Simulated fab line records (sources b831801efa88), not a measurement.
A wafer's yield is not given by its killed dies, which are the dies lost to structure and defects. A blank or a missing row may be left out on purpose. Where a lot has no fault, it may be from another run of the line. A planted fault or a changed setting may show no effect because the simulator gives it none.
fab line records	flow sky130
record: lots: 7	wafers: 21	lastDay: 49
route steps=708 shown NWELL@66 PWDE@84 VT_ADJUST_HVTP@85 VT_ADJUST_LVTN@97
lots untouched by any fault: they come from a run of this same line in which no faults occurred
startH: the number of hours between the record's first day and the start of the first shown wafer of the lot	waitH: hours since the lot's step before	" as in the row above	L1.1+2: several wafers, shown together as one row	- value missing, or start not given	* or withheld: withheld	< > ~ a bound
route shown NAME@n: names a module that has steps shown in the file, with the first one's number in the route	usual: mean and standard deviation over wafers with no fault	same: alike in all rows	chamber/n: place in a boat	sites: the reading at each site	_std_site: how widely they spread, as a standard deviation	_edge_site: mean of outer sites minus mean of inner sites	radiusMm: for every site, how far away it sits from the centre of the wafer	mask NAME#n: copy n	behind: the last tool/chamber to shape the wafer	hold: reason for holding the lot/hours on hold/outcome of the hold	device: transistor that didn't switch, given as n, p or np	end of line: the same wafers' tests at the end of the route	step lacking rows: just its recipe	killed: dies lost to structure and defects at the first sort, not the wafer's yield	map: a wafer's dies, marking killed ones x, the rest . and places with no die _
set.NAME: the run value of the setting; set.NAME@STEP: its run value at that earlier step	model.NAME: the simulator's own value behind a step, which no gauge read
certain route steps with their lots: each step a table, each wafer a row
services: the hour from which a tool's chamber was out of use, counted from the record's first day as startH (under 0 if before that day), plus the number of hours and why
== steps ==
step: SKY_NWELL_IMPLANT_13
recipe: species: P	energyKev: 50	doseCm2: 7e+11	tiltDeg: withheld
step: SKY_NWELL_STRIP_14
recipe: chemistry: O2/N2	powerW: 1400	pressureMtorr: 1500	platenTempC: withheld	o2FlowSccm: 3000	n2FlowSccm: 300	overashFraction: 0.5
usual: chamberPressureMTorr: 1500.0/1.6	drypumpMotorCurrentA: 5.6/0.68	oesProductAu: 0.722/0.0049	stripTimeToEndpointS: 36.94/0.1
lot.wafer	tool	chamber	startH	waitH	chamberPressureMTorr	drypumpMotorCurrentA	oesProductAu	rfHoursCounterH	stripTimeToEndpointS
L132.1	plasmaAsher-04	1	94.80	0.1	1502.3	4.9	0.720	41	37.02
L132.2	"	0	"	"	1501.9	6.3	0.729	41	37.05
L132.4	"	0	"	"	1500.8	6.3	0.722	-	37.16
L135.1	plasmaAsher-04	1	106.92	0.1	1499.9	5.0	0.720	43	37.00
L135.3	"	0	"	"	1498.7	6.3	0.708	-	37.06
L135.6	"	0	"	"	1499.7	6.3	0.721	-	36.98
L137.2	plasmaAsher-01	1	122.95	0.1	1498.7	5.0	0.734	46	37.01
L137.4	"	0	"	"	1498.5	4.8	0.719	-	36.99
L137.6	"	1	"	"	1499.3	5.0	0.714	-	36.97
L136.2	plasmaAsher-04	1	123.72	0.1	1499.5	4.9	0.723	1	36.88
L136.5	"	0	"	"	1501.2	6.4	0.712	-	37.03
L136.6	"	1	"	"	1500.7	5.0	0.724	-	36.92
L143.1	plasmaAsher-01	0	157.85	0.1	1498.6	4.8	0.715	49	36.84
L143.2	"	1	"	"	1500.6	5.0	0.717	49	36.83
L143.3	"	1	"	"	1500.3	5.0	0.715	-	36.82
L149.1	plasmaAsher-02	0	190.07	0.1	1497.6	5.8	0.732	49	36.96
L149.3	"	1	"	"	1498.3	6.4	0.725	-	36.92
L149.6	"	0	"	"	1500.7	5.8	0.728	-	36.93
L150.1	plasmaAsher-02	1	198.82	0.1	1501.5	6.5	0.723	50	37.13
L150.3	"	0	"	"	1497.1	5.8	0.727	-	36.98
L150.5	"	1	"	"	1501.6	6.5	0.719	-	37.08
step: SKY_NWELL_TW_MEAS_15
usual: NWELL_TW: 1818/10
lot.wafer	tool	chamber	startH	waitH	NWELL_TW
L132.1	filmMetro-01	-	94.90	0.1	1812
L132.2	"	-	"	"	1818
L132.4	"	-	"	"	1814
L135.1	filmMetro-03	-	107.02	0.1	1817
L135.3	"	-	"	"	1824
L135.6	"	-	"	"	1819
L137.2	filmMetro-03	-	123.06	0.1	1832
L137.4	"	-	"	"	1832
L137.6	"	-	"	"	1816
L136.2	filmMetro-04	-	123.83	0.1	1814
L136.5	"	-	"	"	1804
L136.6	"	-	"	"	1814
L143.1	filmMetro-01	-	157.95	0.1	1803
L143.2	"	-	"	"	1816
L143.3	"	-	"	"	1809
L149.1	filmMetro-01	-	190.17	0.1	1817
L149.3	"	-	"	"	1829
L149.6	"	-	"	"	1825
L150.1	filmMetro-03	-	198.92	0.1	1835
L150.3	"	-	"	"	1832
L150.5	"	-	"	"	1836
step: SKY_NWELL_DEHYDRATE_16
recipe: tempC: 200	timeS: 60
step: SKY_NWELL_HMDS_17
recipe: primeTimeS: 60	primeTempC: 120
step: SKY_NWELL_COAT_18
recipe: spinRpm: 2000	resistThkNm: 3000
step: SKY_NWELL_SOFTBAKE_19
recipe: tempC: 110	timeS: withheld
step: SKY_NWELL_EXPOSE_20
recipe: maskId: NWM_COMPLEMENT	na: 0.6	sourceShape: conventional	sigmaOuter: 0.6	polarization: unpolarized	targetCdNm: 840	doseMj: 260
step: SKY_NWELL_PEB_21
recipe: tempC: 115	timeS: withheld
step: SKY_NWELL_DEVELOP_22
recipe: wallAngleDeg: 90	developer: TMAH	developTimeS: 60	devTempC: 23
step: SKY_NWELL_OVL_MEAS_23
usual: NWELL_01_OVL: 0.7/1.2
lot.wafer	tool	chamber	startH	waitH	NWELL_01_OVL[nm]
L132.1	overlay-02	-	112.89	-	2.2
L132.2	"	-	"	"	-0.3
L132.4	"	-	"	"	-0.3
L135.1	overlay-02	-	125.96	-	1.2
L135.3	"	-	"	"	1.6
L135.6	"	-	"	"	0.4
L137.2	overlay-02	-	141.69	-	-0.3
L137.4	"	-	"	"	0.2
L137.6	"	-	"	"	-0.4
L136.2	overlay-02	-	142.52	-	2.5
L136.5	"	-	"	"	0.2
L136.6	"	-	"	"	1.1
L143.1	overlay-02	-	178.36	-	0.5
L143.2	"	-	"	"	-0.3
L143.3	"	-	"	"	-0.7
L149.1	overlay-01	-	210.76	-	-1.0
L149.3	"	-	"	"	1.4
L149.6	"	-	"	"	0.8
L150.1	overlay-02	-	219.36	-	1.4
L150.3	"	-	"	"	-0.4
L150.5	"	-	"	"	1.3
step: SKY_NWELL_IMPLANT_24
recipe: species: B	energyKev: 140	doseCm2: 9.2e+12	tiltDeg: withheld
step: SKY_NWELL_STRIP_25
recipe: chemistry: O2/N2	powerW: 1400	pressureMtorr: 1500	platenTempC: withheld	o2FlowSccm: 3000	n2FlowSccm: 300	overashFraction: 0.5
usual: chamberPressureMTorr: 1500.1/1.5	drypumpMotorCurrentA: 5.7/0.64	oesProductAu: 0.722/0.0046	stripTimeToEndpointS: 36.92/0.12
lot.wafer	tool	chamber	startH	waitH	chamberPressureMTorr	drypumpMotorCurrentA	oesProductAu	rfHoursCounterH	stripTimeToEndpointS	model.coat_of_NWELL_COAT_18.thkNm
L132.1	plasmaAsher-02	1	113.07	0.1	1499.3	6.5	0.715	42	36.89	0
L132.2	"	0	"	"	1500.5	5.8	0.727	42	36.81	0
L132.4	"	0	"	"	1499.4	5.8	0.732	-	36.82	0
L135.1	plasmaAsher-01	0	126.15	0.1	-	-	-	-	-	3001
L135.3	"	0	"	"	-	-	-	-	-	2994
L135.6	"	0	"	"	-	-	-	-	-	2985
L137.2	plasmaAsher-04	1	141.87	0.1	-	-	-	-	-	2986
L137.4	"	0	"	"	-	-	-	-	-	3000
L137.6	"	1	"	"	-	-	-	-	-	2988
L136.2	plasmaAsher-04	1	142.70	0.1	-	-	-	-	-	2995
L136.5	"	0	"	"	-	-	-	-	-	3000
L136.6	"	1	"	"	-	-	-	-	-	3016
L143.1	plasmaAsher-04	1	178.55	0.1	1499.2	4.9	0.729	6	36.96	0
L143.2	"	0	"	"	1498.4	6.4	0.723	6	36.92	0
L143.3	"	1	"	"	1500.4	4.9	0.729	-	36.85	0
L149.1	plasmaAsher-02	0	210.95	0.1	1499.8	5.8	0.723	52	36.92	0
L149.3	"	1	"	"	1497.4	6.4	0.726	-	37.00	0
L149.6	"	1	"	"	1498.5	6.5	0.727	-	37.00	0
L150.1	plasmaAsher-01	0	219.55	0.1	1499.5	4.8	0.715	55	37.05	0
L150.3	"	0	"	"	1500.1	4.8	0.728	-	36.97	0
L150.5	"	0	"	"	1499.6	4.8	0.719	-	37.03	0
step: SKY_NWELL_TW_MEAS_26
usual: NWELL_2_TW: 495.8/3
lot.wafer	tool	chamber	startH	waitH	NWELL_2_TW
L132.1	filmMetro-01	-	113.17	0.1	495.7
L132.2	"	-	"	"	496.7
L132.4	"	-	"	"	498.5
L135.1	filmMetro-03	-	126.25	0.1	498.0
L135.3	"	-	"	"	496.7
L135.6	"	-	"	"	497.2
L137.2	filmMetro-03	-	141.98	0.1	496.6
L137.4	"	-	"	"	497.0
L137.6	"	-	"	"	494.9
L136.2	filmMetro-01	-	142.81	0.1	491.0
L136.5	"	-	"	"	494.9
L136.6	"	-	"	"	490.7
L143.1	filmMetro-04	-	178.65	0.1	493.7
L143.2	"	-	"	"	493.3
L143.3	"	-	"	"	494.8
L149.1	filmMetro-01	-	211.05	0.1	495.3
L149.3	"	-	"	"	495.1
L149.6	"	-	"	"	498.3
L150.1	filmMetro-03	-	219.65	0.1	493.5
L150.3	"	-	"	"	493.7
L150.5	"	-	"	"	494.3
step: SKY_NWELL_CLEAN_27
recipe: chemistry: SC1/SC2	mix: 1:4:20	tempC: 70	timeS: 150	dry: n2Spin
step: SKY_NWELL_RTA_28
recipe: tempC: 1050	timeS: 30	idleTempC: 650	rampUpCPerS: 150	rampDownCPerS: 90	ambient: N2
usual: lampPowerPct: 25.30/0.054	wafer_temp_C_max: 1055.0/0.93
lot.wafer	tool	chamber	startH	waitH	lampPowerPct	wafer_temp_C_max
L132.1	rtpAnneal-01	0	113.28	0.0	25.29	1053.5
L132.2	"	0	"	"	25.33	1055.9
L132.4	"	0	"	"	25.25	1056.1
L135.1	rtpAnneal-02	0	126.36	0.0	25.29	1056.0
L135.3	"	0	"	"	25.34	1053.9
L135.6	"	0	"	"	25.36	1055.3
L137.2	rtpAnneal-01	0	142.10	0.0	25.28	1054.1
L137.4	"	0	"	"	25.32	1055.1
L137.6	"	0	"	"	25.31	1055.8
L136.2	rtpAnneal-02	0	142.93	0.0	25.34	1055.5
L136.5	"	0	"	"	25.22	1054.2
L136.6	"	0	"	"	25.38	1053.3
L143.1	rtpAnneal-01	0	178.76	0.0	25.30	1054.1
L143.2	"	0	"	"	25.33	1054.7
L143.3	"	0	"	"	25.34	1054.9
L149.1	rtpAnneal-02	0	211.16	0.0	25.27	1054.9
L149.3	"	0	"	"	25.34	1054.2
L149.6	"	0	"	"	25.27	1053.4
L150.1	rtpAnneal-02	0	219.76	0.0	25.26	1054.8
L150.3	"	0	"	"	25.24	1055.6
L150.5	"	0	"	"	25.42	1054.4
step: SKY_NWELL_RS_MEAS_29
recipe: thkMeasGauge: four-point-probe
usual: NWELL_RS: 623.6/1.5
lot.wafer	tool	chamber	startH	waitH	NWELL_RS[ohm/sq]
L132.1	filmMetro-04	-	113.38	0.1	622.8
L132.2	"	-	"	"	624.8
L132.4	"	-	"	"	625.9
L135.1	filmMetro-04	-	126.46	0.1	622.1
L135.3	"	-	"	"	621.5
L135.6	"	-	"	"	621.9
L137.2	filmMetro-03	-	142.20	0.1	624.5
L137.4	"	-	"	"	621.2
L137.6	"	-	"	"	624.8
L136.2	filmMetro-04	-	143.03	0.1	623.1
L136.5	"	-	"	"	624.2
L136.6	"	-	"	"	622.2
L143.1	filmMetro-03	-	178.86	0.1	623.0
L143.2	"	-	"	"	624.1
L143.3	"	-	"	"	624.2
L149.1	filmMetro-03	-	211.26	0.1	623.0
L149.3	"	-	"	"	623.3
L149.6	"	-	"	"	622.5
L150.1	filmMetro-04	-	219.86	0.1	621.4
L150.3	"	-	"	"	622.4
L150.5	"	-	"	"	623.6
step: SKY_NWELL_RS_MEAS_31
recipe: thkMeasGauge: four-point-probe
usual: PWDE_RS: 5269/24
lot.wafer	tool	chamber	startH	waitH	PWDE_RS[ohm/sq]
L132.1	filmMetro-04	-	113.62	0.1	5239
L132.2	"	-	"	"	5230
L132.4	"	-	"	"	5219
L135.1	filmMetro-04	-	126.70	0.1	5300
L135.3	"	-	"	"	5266
L135.6	"	-	"	"	5255
L137.2	filmMetro-03	-	142.44	0.1	5255
L137.4	"	-	"	"	5258
L137.6	"	-	"	"	5245
L136.2	filmMetro-04	-	143.27	0.1	5236
L136.5	"	-	"	"	5226
L136.6	"	-	"	"	5246
L143.1	filmMetro-03	-	179.10	0.1	5244
L143.2	"	-	"	"	5247
L143.3	"	-	"	"	5223
L149.1	filmMetro-03	-	211.50	0.1	5240
L149.3	"	-	"	"	5276
L149.6	"	-	"	"	5278
L150.1	filmMetro-04	-	220.10	0.1	5265
L150.3	"	-	"	"	5292
L150.5	"	-	"	"	5292
step: SKY_VT_ADJUST_HVTP_DEHYDRATE_00
recipe: tempC: 200	timeS: 60
step: SKY_VT_ADJUST_HVTP_HMDS_01
recipe: primeTimeS: 58.52	primeTempC: 120
step: SKY_VT_ADJUST_HVTP_COAT_02
recipe: resist: NOVOLAK	spinRpm: 3000	resistThkNm: 1140
step: SKY_VT_ADJUST_HVTP_SOFTBAKE_03
recipe: tempC: 90	timeS: 60	resist: NOVOLAK
step: SKY_VT_ADJUST_HVTP_EXPOSE_04
recipe: maskId: HVTPM	na: 0.6	sourceShape: conventional	sigmaOuter: 0.6	polarization: unpolarized	targetCdNm: 380	doseMj: 140
step: SKY_VT_ADJUST_HVTP_PEB_05
recipe: tempC: withheld	timeS: *	resist: NOVOLAK
step: SKY_VT_ADJUST_HVTP_DEVELOP_06
recipe: resist: NOVOLAK	developer: TMAH	developTimeS: 60	devTempC: 23
step: SKY_VT_ADJUST_HVTP_CD_MEAS_07
recipe: targetCdNm: 380
usual: cdNm: 380.4/2.6
lot.wafer	tool	chamber	startH	waitH	cdNm
L132.1	cdSem-02	-	132.54	0.1	377.5
L132.2	"	-	"	"	379.3
L132.4	"	-	"	"	378.6
L135.1	cdSem-01	-	145.44	0.1	377.7
L135.3	"	-	"	"	382.1
L135.6	"	-	"	"	380.6
L137.2	cdSem-01	-	161.78	0.1	376.4
L137.4	"	-	"	"	377.8
L137.6	"	-	"	"	378.7
L136.2	cdSem-01	-	162.73	0.1	381.2
L136.5	"	-	"	"	381.4
L136.6	"	-	"	"	384.6
L143.1	cdSem-02	-	199.44	0.1	381.5
L143.2	"	-	"	"	379.7
L143.3	"	-	"	"	380.5
L149.1	cdSem-01	-	233.91	0.1	381.5
L149.3	"	-	"	"	381.8
L149.6	"	-	"	"	379.9
L150.1	cdSem-01	-	243.26	0.1	381.6
L150.3	"	-	"	"	383.7
L150.5	"	-	"	"	384.1
step: SKY_VT_ADJUST_HVTP_OVL_MEAS_08
usual: VT_ADJUST_HVTP_OVL: -0.1/1.4
lot.wafer	tool	chamber	startH	waitH	VT_ADJUST_HVTP_OVL[nm]
L132.1	overlay-02	-	132.66	0.1	0.0
L132.2	"	-	"	"	0.2
L132.4	"	-	"	"	2.2
L135.1	overlay-01	-	145.56	0.1	0.7
L135.3	"	-	"	"	-0.1
L135.6	"	-	"	"	-0.6
L137.2	overlay-01	-	161.89	0.1	1.0
L137.4	"	-	"	"	1.3
L137.6	"	-	"	"	2.0
L136.2	overlay-01	-	162.84	0.1	-0.9
L136.5	"	-	"	"	-0.5
L136.6	"	-	"	"	-0.9
L143.1	overlay-01	-	199.56	0.1	0.4
L143.2	"	-	"	"	-0.2
L143.3	"	-	"	"	-0.8
L149.1	overlay-01	-	234.03	0.1	-0.2
L149.3	"	-	"	"	-0.3
L149.6	"	-	"	"	-1.2
L150.1	overlay-02	-	243.38	0.1	-1.6
L150.3	"	-	"	"	-0.3
L150.5	"	-	"	"	0.2
step: SKY_VT_ADJUST_HVTP_IMPLANT_09
recipe: species: As	energyKev: 150	doseCm2: 4.3e+12	tiltDeg: withheld
step: SKY_VT_ADJUST_HVTP_STRIP_10
recipe: chemistry: O2/N2	powerW: 1400	pressureMtorr: 1500	platenTempC: withheld	o2FlowSccm: 3000	n2FlowSccm: 300	overashFraction: 0.5
usual: chamberPressureMTorr: 1500.0/1.4	drypumpMotorCurrentA: 5.5/0.64	oesProductAu: 0.715/0.0044	stripTimeToEndpointS: 14.17/0.045
lot.wafer	tool	chamber	startH	waitH	chamberPressureMTorr	drypumpMotorCurrentA	oesProductAu	rfHoursCounterH	stripTimeToEndpointS
L132.1	plasmaAsher-03	1	132.84	0.1	1499.2	6.0	0.710	33	14.19
L132.2	"	0	"	"	1500.1	6.0	0.719	33	14.16
L132.4	"	1	"	"	1499.7	6.0	0.716	-	14.15
L135.1	plasmaAsher-01	0	145.74	0.1	1500.0	4.8	0.735	48	58.85
L135.3	"	0	"	"	1502.1	4.9	0.723	-	58.70
L135.6	"	1	"	"	1499.8	5.0	0.727	-	58.55
L137.2	plasmaAsher-01	0	162.07	0.1	1499.7	4.9	0.733	50	58.52
L137.4	"	0	"	"	1502.5	4.8	0.730	-	58.68
L137.6	"	0	"	"	1498.8	4.8	0.735	-	58.54
L136.2	plasmaAsher-01	1	163.02	0.1	1501.1	5.0	0.722	50	58.57
L136.5	"	1	"	"	1498.7	5.0	0.726	-	58.63
L136.6	"	0	"	"	1500.3	4.8	0.734	-	58.93
L143.1	plasmaAsher-04	1	199.74	0.1	1500.0	4.9	0.716	8	14.19
L143.2	"	0	"	"	1498.0	6.4	0.716	8	14.22
L143.3	"	1	"	"	1498.6	4.9	0.727	-	14.15
L149.1	plasmaAsher-04	0	234.22	0.1	1498.1	6.3	0.717	11	14.14
L149.3	"	0	"	"	1498.6	6.3	0.717	-	14.17
L149.6	"	0	"	"	1500.8	6.3	0.716	-	14.19
L150.1	plasmaAsher-03	0	243.57	0.1	1498.8	6.0	0.725	44	14.24
L150.3	"	1	"	"	1499.0	6.0	0.713	-	14.25
L150.5	"	1	"	"	1501.5	6.0	0.720	-	14.23
step: SKY_VT_ADJUST_HVTP_TW_MEAS_11
usual: VT_ADJUST_HVTP_TW: 1354/8.7
lot.wafer	tool	chamber	startH	waitH	VT_ADJUST_HVTP_TW
L132.1	filmMetro-04	-	132.94	0.1	1350
L132.2	"	-	"	"	1344
L132.4	"	-	"	"	1353
L135.1	filmMetro-01	-	145.84	0.1	30
L135.3	"	-	"	"	30
L135.6	"	-	"	"	30
L137.2	filmMetro-04	-	162.18	0.1	30
L137.4	"	-	"	"	30
L137.6	"	-	"	"	30
L136.2	filmMetro-02	-	163.13	0.1	30
L136.5	"	-	"	"	30
L136.6	"	-	"	"	30
L143.1	filmMetro-02	-	199.84	0.1	1359
L143.2	"	-	"	"	1359
L143.3	"	-	"	"	1366
L149.1	filmMetro-02	-	234.32	0.1	1366
L149.3	"	-	"	"	1367
L149.6	"	-	"	"	1361
L150.1	filmMetro-02	-	243.71	0.1	1357
L150.3	"	-	"	"	1358
L150.5	"	-	"	"	1358
step: SKY_VT_ADJUST_LVTN_DEHYDRATE_00
recipe: tempC: 200	timeS: 60
== services ==
tool	chamber	startH	hours	kind
plasmaAsher-04	-	108.75	9.0	pm
plasmaAsher-04	0	108.75	9.0	ventCycle
plasmaAsher-04	1	108.75	9.0	ventCycle
plasmaAsher-04	0	117.75	-	clean
plasmaAsher-04	1	117.75	-	clean
plasmaAsher-03	-	124.72	0.8	repair
plasmaAsher-04	-	129.69	4.3	repair
plasmaAsher-02	-	136.99	0.6	repair
plasmaAsher-02	-	139.60	2.8	repair
plasmaAsher-02	-	167.38	2.8	pm
plasmaAsher-04	-	189.91	2.8	pm
== key ==
firstSign: step: SKY_NWELL_STRIP_25	reading: toolRecord	direction: missing
effect: step: SKY_VT_ADJUST_HVTP_STRIP_10	reading: stripTimeToEndpointS	direction: up	sigmas: 99+	usual: *	struck: *
effect: step: SKY_VT_ADJUST_HVTP_TW_MEAS_11	reading: VT_ADJUST_HVTP_TW	direction: down	sigmas: 99+	usual: 1354	struck: 30
modelEffect: step: SKY_NWELL_STRIP_25	value: coat_of_NWELL_COAT_18.thkNm	without: 0	struck: 2996
metAt SKY_NWELL_STRIP_25
struckWafers L135.1,L135.3,L135.6,L136.2,L136.5,L136.6,L137.2,L137.4,L137.6
sortLeftOut L135.1,L135.3,L135.6,L136.2,L136.5,L136.6,L137.2,L137.4,L137.6
testerLeftOut L135,L136,L137
fault: kind: skippedStepWhole	tool: plasmaAsher-01,plasmaAsher-04	chamber: -	onsetH: 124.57	steps: SKY_NWELL_STRIP_25	scope: struckLotsOnly
testerLeftOut: of these lots the tester's yield and bins aren't shown, on N5 and GAA mostly nor the transistor test; their killed dies are dies lost to structure and defects alone, not to doping, threshold or leakage, so they don't give the yield
sortLeftOut: the simulated sort isn't trusted on such a fault, so these wafers' sort isn't shown, and their yield isn't known
